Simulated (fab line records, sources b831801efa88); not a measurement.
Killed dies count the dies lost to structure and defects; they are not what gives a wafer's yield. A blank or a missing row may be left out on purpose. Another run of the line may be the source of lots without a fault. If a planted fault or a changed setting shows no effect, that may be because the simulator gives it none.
Matching of chambers / flow sky130 / cmp-02 running SKY_VIA4_CMP_21: 4 sister chambers
The step polishes, stops on SiO2, t overpolish 25 s, target thk 0 nm. 14 wafers are shown with their chamber, then 7 later ones without.

## WAFERS, EACH WITH ITS CHAMBER
wafer=L990.3; chamber=2; motor_current_A (A)=12.1; overpolish_run_s (s)=25.004; time_to_endpoint_s (s)=123
wafer=L990.4; chamber=1; motor_current_A (A)=12.7; overpolish_run_s (s)=24.995; time_to_endpoint_s (s)=129
wafer=L990.6; chamber=3; motor_current_A (A)=9.6; overpolish_run_s (s)=25.009; time_to_endpoint_s (s)=127
wafer=L994.4; chamber=2; motor_current_A (A)=12.7; overpolish_run_s (s)=25.006; time_to_endpoint_s (s)=123
wafer=L994.5; chamber=1; motor_current_A (A)=11.6; overpolish_run_s (s)=24.996; time_to_endpoint_s (s)=124
wafer=L994.6; chamber=0; motor_current_A (A)=10.4; overpolish_run_s (s)=25.000; time_to_endpoint_s (s)=122
wafer=L996.2; chamber=0; motor_current_A (A)=10.6; overpolish_run_s (s)=24.983; time_to_endpoint_s (s)=123
wafer=L996.4; chamber=1; motor_current_A (A)=11.9; overpolish_run_s (s)=24.980; time_to_endpoint_s (s)=127
wafer=L996.6; chamber=0; motor_current_A (A)=10.5; overpolish_run_s (s)=25.000; time_to_endpoint_s (s)=124
wafer=L997.3; chamber=1; motor_current_A (A)=12.2; overpolish_run_s (s)=25.006; time_to_endpoint_s (s)=125
wafer=L997.4; chamber=3; motor_current_A (A)=8.6; overpolish_run_s (s)=25.001; time_to_endpoint_s (s)=124
wafer=L997.5; chamber=1; motor_current_A (A)=11.8; overpolish_run_s (s)=25.000; time_to_endpoint_s (s)=128
wafer=L100.4; chamber=2; motor_current_A (A)=12.2; overpolish_run_s (s)=25.018; time_to_endpoint_s (s)=126
wafer=L100.5; chamber=0; motor_current_A (A)=10.5; overpolish_run_s (s)=24.995; time_to_endpoint_s (s)=125

SIGNATURES (averages over the wafers above)
reading=motor_current_A; chamber 0=10.500; chamber 1=12.040; chamber 2=12.333; chamber 3=9.100; scatter within a chamber=0.382
reading=overpolish_run_s; chamber 0=24.99450; chamber 1=24.99540; chamber 2=25.00933; chamber 3=25.00500; scatter within a chamber=0.00843
reading=time_to_endpoint_s; chamber 0=123.50; chamber 1=126.60; chamber 2=124.00; chamber 3=125.50; scatter within a chamber=1.81
Rule: distance of a wafer from a chamber = root of the sum over the readings of ((wafer's reading minus chamber's mean) / reading's scatter) squared. If the next closest chamber is less than 2 further off than the closest, the wafer can't be placed; otherwise it belongs to the closest. How the scatter is found: for the shown wafers, subtract from each reading the mean of its chamber, square and add these, divide the total by (wafers less chambers), then take the root.

## WAFERS WITH NO CHAMBER GIVEN
wafer=L100.6; motor_current_A (A)=12.0; overpolish_run_s (s)=24.992; time_to_endpoint_s (s)=127
wafer=L108.1; motor_current_A (A)=9.7; overpolish_run_s (s)=24.989; time_to_endpoint_s (s)=123
wafer=L108.2; motor_current_A (A)=12.3; overpolish_run_s (s)=24.992; time_to_endpoint_s (s)=126
wafer=L108.4; motor_current_A (A)=12.4; overpolish_run_s (s)=24.990; time_to_endpoint_s (s)=120
wafer=L109.2; motor_current_A (A)=10.6; overpolish_run_s (s)=24.998; time_to_endpoint_s (s)=124
wafer=L109.4; motor_current_A (A)=12.3; overpolish_run_s (s)=25.005; time_to_endpoint_s (s)=128
wafer=L109.6; motor_current_A (A)=9.0; overpolish_run_s (s)=25.004; time_to_endpoint_s (s)=124

## CHAMBER TAKEN BY EACH
wafer=L100.6; from the rows above=1; in truth=1
wafer=L108.1; from the rows above=can't be placed: 0 or 3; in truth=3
wafer=L108.2; from the rows above=can't be placed: 1 or 2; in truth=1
wafer=L108.4; from the rows above=can't be placed: 2 or 1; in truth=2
wafer=L109.2; from the rows above=0; in truth=0
wafer=L109.4; from the rows above=can't be placed: 1 or 2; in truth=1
wafer=L109.6; from the rows above=3; in truth=3
Correct placement for 3 of the 7. Cannot be placed on the basis of these rows: 4; the candidates contain the true chamber in 4. 0 placed wrongly.
